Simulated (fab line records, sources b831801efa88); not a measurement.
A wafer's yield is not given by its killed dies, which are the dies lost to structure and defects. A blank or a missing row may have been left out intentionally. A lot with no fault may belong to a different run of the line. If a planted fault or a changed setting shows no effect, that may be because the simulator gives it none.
Which tool is to blame? + flow sky130 + 21 wafers from 7 lots sampled at 2 of the route's 708 steps

== WHAT THE GAUGES SHOWED, per wafer ==
SKY_PWDE_TW_MEAS_10.
| lot  | measured    | on            | PWDE_TW           |
|------|-------------|---------------|-------------------|
| L140 | day 4 22:45 | film metro-03 | 377.8 376.6 375.0 |
| L142 | day 5 08:06 | film metro-03 | 377.1 377.5 373.9 |
| L145 | day 6 00:29 | film metro-01 | 377.8 374.0 374.5 |
| L148 | day 6 15:09 | film metro-03 | 374.5 376.0 374.9 |
| L150 | day 7 03:02 | film metro-02 | 376.3 377.6 375.7 |
| L157 | day 9 04:09 | film metro-03 | 376.6 375.6 374.9 |
| L159 | day 9 16:35 | film metro-02 | 375.0 374.6 375.9 |

== TOOL THAT RAN EACH LOT (tool first, then ch and the chambers of the sampled wafers, then the start) ==
| lot  | SKY_FIELD_ISO_ETCH_17           |
|------|---------------------------------|
| L140 | rie si-01 ch 0,1,3, day 3 04:47 |
| L142 | rie si-01 ch 0,1,3, day 3 13:55 |
| L145 | rie si-02 ch 0,2,3, day 4 03:11 |
| L148 | rie si-01 ch 0,3, day 4 19:14   |
| L150 | rie si-02 ch 1,2,3, day 5 05:16 |
| L157 | rie si-02 ch 0,2,3, day 6 22:49 |
| L159 | rie si-02 ch 1,2, day 7 12:13   |
- SKY_FIELD_ISO_ETCH_17: etches Si in HBr/Cl2/O2, target depth 342 nm, time 97.7 s.

== THE ANSWER, worked out from the rows above alone ==
Rule: the lots themselves supply what counts as usual. The widest of any qualifying gaps counts: lots, ordered by their means at a reading, are off when they make up no more than a third of the lots, leave a main group of 4 or more, and stand apart from it by 3 or more times the standard deviation of that group's means. Not used: any main group whose means are identical at the precision the tables above print for the reading. A lot without any number at a reading at which 4 lots or more have one is off too. All remaining lots with rows at the step are treated as sound.
No lot is off on any of the readings shown, so nothing can be concluded from this.

== WHAT THE SIMULATOR HAD INSERTED ==
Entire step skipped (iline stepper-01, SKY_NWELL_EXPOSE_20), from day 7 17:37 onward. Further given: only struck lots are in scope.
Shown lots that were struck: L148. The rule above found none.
